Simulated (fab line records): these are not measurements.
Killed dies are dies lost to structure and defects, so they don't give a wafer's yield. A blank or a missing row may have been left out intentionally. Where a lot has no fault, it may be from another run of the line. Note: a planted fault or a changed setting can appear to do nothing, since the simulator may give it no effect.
A single fault, viewed from 2 desks    flow sky130    each desk has only its own numbers; what lay behind them comes last

## THE METROLOGY DESK
What the gauges read for every lot (on any tool): the sampled wafers with a number, averaged. A lot is out of limits, marked OUT, if its mean lies more than 4 standard deviations from the usual mean; the brackets give that distance.
Columns: A = VT_ADJUST_HVTR_OVL at SKY_VT_ADJUST_HVTR_OVL_MEAS_08, usual 0.1 nm; B = LDD_P_OVL at SKY_LDD_P_OVL_MEAS_08, usual 0.1 nm; C = RES_XHIGH_TW at SKY_RES_XHIGH_TW_MEAS_09, usual 1659
lot   first seen here  A     B     C
L924  day 9 08:24      1.3   0.9   1662
L925  day 9 19:16      -1.3  0.7   1633
L928  day 10 16:21     0.5   -0.5  1631
L929  day 10 21:36     0.1   -0.1  1638
L930  day 11 08:33     2.3   1.8   1660
L932  day 11 21:36     0.7   1.9   1675
L933  day 12 07:16     0.1   -0.7  1667
L934  day 12 12:54     0.6   2.1   1670
L937  day 13 16:46     -2.4  -0.9  1662
L938  day 13 21:31     0.9   -1.9  1664
L939  day 14 08:21     0.8   1.0   1672
L940  day 14 13:51     0.9   0.8   1639
L941  day 14 18:55     -0.9  0.2   1668
L942  day 15 02:55     -2.1  -2.0  1645
This desk's finding: nothing out of limits on any of the 14 lots.

## DESK OF THE TOOL OWNER: implanter-03
SKY_LDD_HVP_IMPLANT_08, tool's own readings: per-lot mean of the sampled wafers with a number, covering each lot this tool ran. A lot is out of limits, marked OUT, if its mean lies more than 4 standard deviations from the usual mean; the brackets give that distance.
Columns: A = beamEnergyKeV at SKY_LDD_HVP_IMPLANT_08, usual 19.999
lot   first seen here  A
L928  day 23 04:13     19.998
L933  day 25 08:18     19.996
L934  day 25 09:46     20.008
L938  day 26 23:44     20.004
L941  day 27 22:44     21.119 (+99 or more) OUT
L942  day 28 05:44     21.118 (+99 or more) OUT
This desk finds L941, L942 out of limits, L941 being first, at day 27 22:44 (beamEnergyKeV at SKY_LDD_HVP_IMPLANT_08). L928, L933, L934, L938: within limits.

## PUT TOGETHER
The tool owner's desk could have raised an alarm at day 27 22:44, on L941, L942.
At the metrology desk, nothing out of limits was observed.
The metrology desk holds a record of L941, L942, inside its limits.
Every lot named ran SKY_LDD_HVP_IMPLANT_08 on implanter-03.

## WHAT THE SIMULATOR HAD PUT IN
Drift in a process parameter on implanter-03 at SKY_LDD_HVP_IMPLANT_08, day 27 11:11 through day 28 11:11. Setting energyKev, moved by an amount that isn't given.
Struck lots among those shown: L941, L942.
Time in hours from fault onset to the first out-of-limits reading at each desk: the tool owner's desk, 12.
